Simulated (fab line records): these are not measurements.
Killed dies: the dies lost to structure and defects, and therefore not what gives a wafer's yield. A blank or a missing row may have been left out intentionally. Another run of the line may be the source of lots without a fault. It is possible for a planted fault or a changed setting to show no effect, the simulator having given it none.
fab line records | flow sky130
record: lots: 14 | wafers: 42 | lastDay: 50
route steps=708 shown GATE_OXIDE@197 POLY_GATE@218
lots that met no fault: from a run of the same line without faults
startH: the number of hours between the record's first day and the start of the first shown wafer of the lot | waitH: hours since the lot's step before | " identical to the entry in the row above | L1.1+2: one row covering several wafers at once | - value missing, or start not given | * or withheld: withheld | < > ~ a bound
route shown NAME@n: NAME is a module with steps in the file, n the number in the route of the first one | usual: average and standard deviation across the fault-free wafers | same: alike in all rows | chamber/n: place in a boat | sites: readings site by site | _std_site: standard deviation of those values | _edge_site: mean of outer sites minus mean of inner sites | radiusMm: for every site, how far away it sits from the centre of the wafer | mask NAME#n: copy n | behind: the tool/chamber that last shaped the wafer | hold: why the lot was held/for how many hours/how that ended | device: whichever transistor did not switch (one of n, p or np) | end of line: at the end of the route, the tests of the same wafers | for a step that has no rows: nothing shown but its recipe | killed: count of dies lost to structure and defects at first sort (not the wafer's yield) | map: a wafer's dies, x killed, . not, _ none there
set.NAME: the setting that was run; set.NAME@STEP: the one run at that earlier step | model.NAME: the simulator's own value behind a step, which no gauge read
a sample of lots followed through the steps of the route, with each step as a table and each wafer as a row
services: a tool's chamber out of use, with start hour (startH, from the record's first day; less than 0 if before it), hours out, and reason
== steps ==
step: SKY_GATE_OXIDE_OVL_MEAS_10
usual: GATE_OXIDE_OVL: 0.5/1.7
lot.wafer | tool       | chamber | startH | waitH | GATE_OXIDE_OVL[nm]
L470.1    | overlay-02 | -       | 309.93 | 0.1   | 0.8
L470.2    | "          | -       | "      | "     | 0.9
L470.5    | "          | -       | "      | "     | 1.0
L472.2    | overlay-02 | -       | 326.63 | 0.1   | 2.6
L472.4    | "          | -       | "      | "     | 1.9
L472.5    | "          | -       | "      | "     | 3.2
L473.2    | overlay-01 | -       | 340.53 | 0.1   | -3.7
L473.3    | "          | -       | "      | "     | -3.0
L473.5    | "          | -       | "      | "     | -3.2
L475.2    | overlay-01 | -       | 348.44 | 0.1   | -0.7
L475.4    | "          | -       | "      | "     | -1.6
L475.5    | "          | -       | "      | "     | -2.0
L474.2    | overlay-02 | -       | 353.76 | 0.1   | 0.4
L474.3    | "          | -       | "      | "     | 0.7
L474.5    | "          | -       | "      | "     | 1.3
L476.3    | overlay-02 | -       | 358.77 | 0.1   | 0.7
L476.4    | "          | -       | "      | "     | -1.8
L476.5    | "          | -       | "      | "     | 1.6
L477.3    | overlay-01 | -       | 365.81 | 0.1   | 2.1
L477.4    | "          | -       | "      | "     | 1.2
L477.6    | "          | -       | "      | "     | 1.2
L485.2    | overlay-02 | -       | 444.21 | 0.1   | -1.6
L485.5    | "          | -       | "      | "     | -1.1
L485.6    | "          | -       | "      | "     | -0.2
L486.1    | overlay-02 | -       | 448.68 | 0.1   | 0.2
L486.4    | "          | -       | "      | "     | 2.0
L486.5    | "          | -       | "      | "     | 1.3
L487.2    | overlay-02 | -       | 453.49 | 0.1   | -0.6
L487.4    | "          | -       | "      | "     | -0.6
L487.6    | "          | -       | "      | "     | 1.1
L489.1    | overlay-02 | -       | 479.55 | 0.1   | 1.4
L489.2    | "          | -       | "      | "     | 2.3
L489.6    | "          | -       | "      | "     | 1.5
L490.2    | overlay-01 | -       | 479.68 | 0.1   | -0.9
L490.3    | "          | -       | "      | "     | 2.5
L490.5    | "          | -       | "      | "     | 0.4
L491.1    | overlay-02 | -       | 493.10 | 0.1   | 1.6
L491.3    | "          | -       | "      | "     | 0.9
L491.5    | "          | -       | "      | "     | 0.6
L492.1    | overlay-01 | -       | 494.53 | 0.1   | 3.3
L492.5    | "          | -       | "      | "     | 1.7
L492.6    | "          | -       | "      | "     | 3.2
step: SKY_POLY_GATE_THK_MEAS_04
recipe: reads: Si3N4_of_POLY_GATE_CVD_03
usual: POLY_GATE_CVD_03_THK: 75.2/0.8
lot.wafer | tool         | chamber | startH | waitH | POLY_GATE_CVD_03_THK[nm]
L470.1    | filmMetro-04 | -       | 344.08 | 0.0   | 76.3
L470.2    | "            | -       | "      | "     | 76.8
L470.5    | "            | -       | "      | "     | 77.1
L472.2    | filmMetro-04 | -       | 359.85 | 0.0   | 74.0
L472.4    | "            | -       | "      | "     | 73.6
L472.5    | "            | -       | "      | "     | 73.9
L473.2    | filmMetro-03 | -       | 377.75 | 0.0   | 74.6
L473.3    | "            | -       | "      | "     | 75.7
L473.5    | "            | -       | "      | "     | 74.9
L475.2    | filmMetro-03 | -       | 382.23 | 0.0   | 75.1
L475.4    | "            | -       | "      | "     | 75.7
L475.5    | "            | -       | "      | "     | 75.4
L474.2    | filmMetro-01 | -       | 388.83 | 0.0   | 74.4
L474.3    | "            | -       | "      | "     | 74.6
L474.5    | "            | -       | "      | "     | 74.3
L476.3    | filmMetro-03 | -       | 395.33 | 0.0   | 74.5
L476.4    | "            | -       | "      | "     | 74.4
L476.5    | "            | -       | "      | "     | 74.2
L477.3    | filmMetro-01 | -       | 407.08 | 0.0   | 74.9
L477.4    | "            | -       | "      | "     | 75.5
L477.6    | "            | -       | "      | "     | 75.2
L485.2    | filmMetro-03 | -       | 479.77 | 0.0   | 76.4
L485.5    | "            | -       | "      | "     | 76.0
L485.6    | "            | -       | "      | "     | 76.2
L486.1    | filmMetro-04 | -       | 486.07 | 0.0   | 76.4
L486.4    | "            | -       | "      | "     | 75.6
L486.5    | "            | -       | "      | "     | 75.7
L487.2    | filmMetro-03 | -       | 490.83 | 0.0   | 75.3
L487.4    | "            | -       | "      | "     | 75.1
L487.6    | "            | -       | "      | "     | 75.1
L490.2    | filmMetro-04 | -       | 514.52 | 0.0   | 76.2
L490.3    | "            | -       | "      | "     | 76.4
L490.5    | "            | -       | "      | "     | 76.4
L489.1    | filmMetro-04 | -       | 515.87 | 0.0   | 75.0
L489.2    | "            | -       | "      | "     | 74.9
L489.6    | "            | -       | "      | "     | 74.5
L491.1    | filmMetro-04 | -       | 529.92 | 0.0   | 75.3
L491.3    | "            | -       | "      | "     | 75.4
L491.5    | "            | -       | "      | "     | 74.8
L492.1    | filmMetro-03 | -       | 531.27 | 0.0   | 75.8
L492.5    | "            | -       | "      | "     | 76.4
L492.6    | "            | -       | "      | "     | 76.0
step: SKY_POLY_GATE_EXPOSE_10
recipe: maskId: P1M | na: 0.68 | sourceShape: conventional | sigmaOuter: 0.6 | targetCdNm: 150 | doseMj: 28
usual: exposureDoseMJCm2: 27.988/0.029 | focusOffsetNm: 0.1/0.48 | reticleTempC: 22.99/0.1
lot.wafer | tool          | chamber | startH | waitH | mask  | exposureDoseMJCm2 | focusOffsetNm | reticleTempC
L470.1    | krfScanner-02 | 0       | 357.95 | -     | P1M#0 | 28.003            | -0.4          | 23.18
L470.2    | "             | 0       | "      | "     | P1M#0 | 27.948            | -0.4          | 23.11
L470.5    | "             | 0       | "      | "     | P1M#0 | 27.937            | -0.6          | 23.15
L472.2    | krfScanner-01 | 0       | 374.19 | -     | P1M#0 | 28.022            | 0.4           | 22.96
L472.4    | "             | 0       | "      | "     | P1M#0 | 27.986            | 0.9           | 23.03
L472.5    | "             | 0       | "      | "     | P1M#0 | 27.951            | 0.8           | 23.00
L473.2    | krfScanner-02 | 0       | 392.69 | -     | P1M#0 | 28.004            | -0.2          | 22.92
L473.3    | "             | 0       | "      | "     | P1M#0 | 27.962            | 0.0           | 22.94
L473.5    | "             | 0       | "      | "     | P1M#0 | 27.955            | -0.9          | 23.08
L475.2    | krfScanner-02 | 0       | 396.77 | -     | P1M#0 | 27.987            | 0.3           | 23.03
L475.4    | "             | 0       | "      | "     | P1M#0 | 27.965            | 0.6           | 23.00
L475.5    | "             | 0       | "      | "     | P1M#0 | 27.963            | 0.2           | 22.84
L474.2    | krfScanner-01 | -       | 404.19 | -     | P1M#0 | -                 | -             | -
L474.3    | "             | -       | "      | "     | P1M#0 | -                 | -             | -
L474.5    | "             | -       | "      | "     | P1M#0 | -                 | -             | -
L476.3    | krfScanner-01 | -       | 409.84 | -     | P1M#0 | -                 | -             | -
L476.4    | "             | -       | "      | "     | P1M#0 | -                 | -             | -
L476.5    | "             | -       | "      | "     | P1M#0 | -                 | -             | -
L477.3    | krfScanner-02 | 0       | 422.81 | -     | P1M#0 | 28.051            | 0.0           | 22.75
L477.4    | "             | 0       | "      | "     | P1M#0 | 28.029            | 0.0           | 23.04
L477.6    | "             | 0       | "      | "     | P1M#0 | 27.997            | -0.3          | 22.95
L485.2    | krfScanner-01 | 0       | 495.49 | -     | P1M#0 | 27.996            | 0.8           | 23.03
L485.5    | "             | 0       | "      | "     | P1M#0 | 27.982            | 0.8           | 22.93
L485.6    | "             | 0       | "      | "     | P1M#0 | 27.942            | 0.9           | 23.10
L486.1    | krfScanner-02 | 0       | 501.97 | -     | P1M#0 | 27.914            | -0.1          | 23.05
L486.4    | "             | 0       | "      | "     | P1M#0 | 27.937            | 0.0           | 23.02
L486.5    | "             | 0       | "      | "     | P1M#0 | 27.937            | 0.3           | 23.00
L487.2    | krfScanner-01 | 0       | 506.89 | -     | P1M#0 | 28.032            | 0.1           | 22.92
L487.4    | "             | 0       | "      | "     | P1M#0 | 28.020            | 0.0           | 22.93
L487.6    | "             | 0       | "      | "     | P1M#0 | 28.006            | 0.4           | 22.91
L490.2    | krfScanner-02 | 0       | 529.46 | -     | P1M#0 | 28.008            | 0.4           | 22.94
L490.3    | "             | 0       | "      | "     | P1M#0 | 27.992            | -0.4          | 23.02
L490.5    | "             | 0       | "      | "     | P1M#0 | 28.010            | 0.7           | 23.06
L489.1    | krfScanner-02 | 0       | 531.30 | -     | P1M#0 | 27.993            | 0.3           | 23.09
L489.2    | "             | 0       | "      | "     | P1M#0 | 27.939            | 0.2           | 22.97
L489.6    | "             | 0       | "      | "     | P1M#0 | 28.006            | 0.4           | 22.91
L491.1    | krfScanner-02 | 0       | 544.98 | -     | P1M#0 | 27.974            | -0.1          | 22.94
L491.3    | "             | 0       | "      | "     | P1M#0 | 28.003            | -0.4          | 22.89
L491.5    | "             | 0       | "      | "     | P1M#0 | 28.029            | -0.1          | 22.97
L492.1    | krfScanner-02 | 0       | 546.35 | -     | P1M#0 | 28.014            | 1.0           | 22.84
L492.5    | "             | 0       | "      | "     | P1M#0 | 28.020            | 0.7           | 22.91
L492.6    | "             | 0       | "      | "     | P1M#0 | 28.010            | -0.3          | 22.93
step: SKY_POLY_GATE_THK_MEAS_21
recipe: reads: SiO2_of_POLY_GATE_OXIDATION_20
usual: POLY_GATE_OXIDATION_THK: 4.09/0.092
lot.wafer | tool         | chamber | startH | waitH | POLY_GATE_OXIDATION_THK[nm]
L470.1    | filmMetro-01 | -       | 375.91 | 0.0   | 4.02
L470.2    | "            | -       | "      | "     | 4.17
L470.5    | "            | -       | "      | "     | 4.18
L472.2    | filmMetro-04 | -       | 393.83 | 0.0   | 4.01
L472.4    | "            | -       | "      | "     | 4.01
L472.5    | "            | -       | "      | "     | 4.01
L473.2    | filmMetro-03 | -       | 411.22 | 0.0   | 4.10
L473.3    | "            | -       | "      | "     | 4.07
L473.5    | "            | -       | "      | "     | 4.04
L475.2    | filmMetro-01 | -       | 418.13 | 0.0   | 4.27
L475.4    | "            | -       | "      | "     | 4.14
L475.5    | "            | -       | "      | "     | 4.21
L474.2    | filmMetro-04 | -       | 422.88 | 0.0   | 4.07
L474.3    | "            | -       | "      | "     | 4.03
L474.5    | "            | -       | "      | "     | 4.04
L476.3    | filmMetro-03 | -       | 429.45 | 0.0   | 4.11
L476.4    | "            | -       | "      | "     | 4.23
L476.5    | "            | -       | "      | "     | 4.24
L477.3    | filmMetro-03 | -       | 439.84 | 0.0   | 4.14
L477.4    | "            | -       | "      | "     | 4.14
L477.6    | "            | -       | "      | "     | 4.17
L485.2    | filmMetro-01 | -       | 512.00 | 0.0   | 4.18
L485.5    | "            | -       | "      | "     | 4.12
L485.6    | "            | -       | "      | "     | 4.17
L486.1    | filmMetro-04 | -       | 519.25 | 0.0   | 4.07
L486.4    | "            | -       | "      | "     | 4.09
L486.5    | "            | -       | "      | "     | 4.05
L487.2    | filmMetro-03 | -       | 523.85 | 0.0   | 4.03
L487.4    | "            | -       | "      | "     | 4.06
L487.6    | "            | -       | "      | "     | 4.09
L490.2    | filmMetro-03 | -       | 545.75 | 0.0   | 4.20
L490.3    | "            | -       | "      | "     | 4.00
L490.5    | "            | -       | "      | "     | 4.19
L489.1    | filmMetro-01 | -       | 547.92 | 0.0   | 4.20
L489.2    | "            | -       | "      | "     | 4.18
L489.6    | "            | -       | "      | "     | 4.19
L491.1    | filmMetro-03 | -       | 562.72 | 0.0   | 4.18
L491.3    | "            | -       | "      | "     | 4.22
L491.5    | "            | -       | "      | "     | 4.16
L492.1    | filmMetro-03 | -       | 563.97 | 0.0   | 4.14
L492.5    | "            | -       | "      | "     | 4.11
L492.6    | "            | -       | "      | "     | 4.05
== services ==
tool          | chamber | startH | hours | kind
krfScanner-02 | -       | 353.52 | 0.6   | repair
krfScanner-01 | -       | 372.26 | 1.3   | pm
krfScanner-02 | -       | 373.56 | 1.3   | pm
krfScanner-02 | -       | 380.97 | 0.4   | repair
krfScanner-01 | -       | 424.06 | 4.4   | pm
krfScanner-02 | -       | 428.43 | 1.0   | pm
krfScanner-01 | -       | 438.44 | 3.6   | pm
krfScanner-01 | -       | 443.61 | 1.2   | repair
krfScanner-02 | -       | 447.94 | 0.3   | repair
krfScanner-01 | 0       | 454.54 | -     | calibration
krfScanner-02 | 0       | 461.51 | -     | calibration
krfScanner-01 | -       | 468.86 | 1.0   | pm
krfScanner-02 | -       | 479.03 | 0.8   | pm
krfScanner-02 | -       | 483.97 | 4.4   | pm
krfScanner-01 | -       | 501.51 | 0.8   | pm
krfScanner-01 | -       | 536.01 | 1.1   | repair
krfScanner-01 | -       | 539.35 | 19.8  | repair
krfScanner-01 | -       | 541.26 | 0.9   | repair
== key ==
firstSign: step: SKY_POLY_GATE_EXPOSE_10 | reading: toolRecord | direction: missing
effect none on later readings
metAt SKY_POLY_GATE_EXPOSE_10
struckLots L474,L476
laterRowsLeftOut L474.2,L474.3,L474.5,L476.3,L476.4,L476.5
sortLeftOut L474.2,L474.3,L474.5,L476.3,L476.4,L476.5
testerLeftOut L474,L476
notActingAt SKY_GATE_OXIDE_OVL_MEAS_10,SKY_POLY_GATE_THK_MEAS_04,SKY_POLY_GATE_THK_MEAS_21
onsetBetween 374.19 404.19
fault: kind: skippedStepWhole | tool: krfScanner-01 | chamber: - | onsetH: 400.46 | steps: SKY_POLY_GATE_EXPOSE_10 | scope: struckLotsOnly
testerLeftOut: of these lots the tester's yield and bins aren't shown, on N5 and GAA mostly nor the transistor test; their killed dies are dies lost to structure and defects alone, not to doping, threshold or leakage, so they don't give the yield
sortLeftOut: the simulated sort isn't trusted on such a fault, so these wafers' sort isn't shown, and their yield isn't known
laterRowsLeftOut: the simulator's readings of these wafers behind a module that went badly wrong aren't trusted and aren't shown, but for the sort
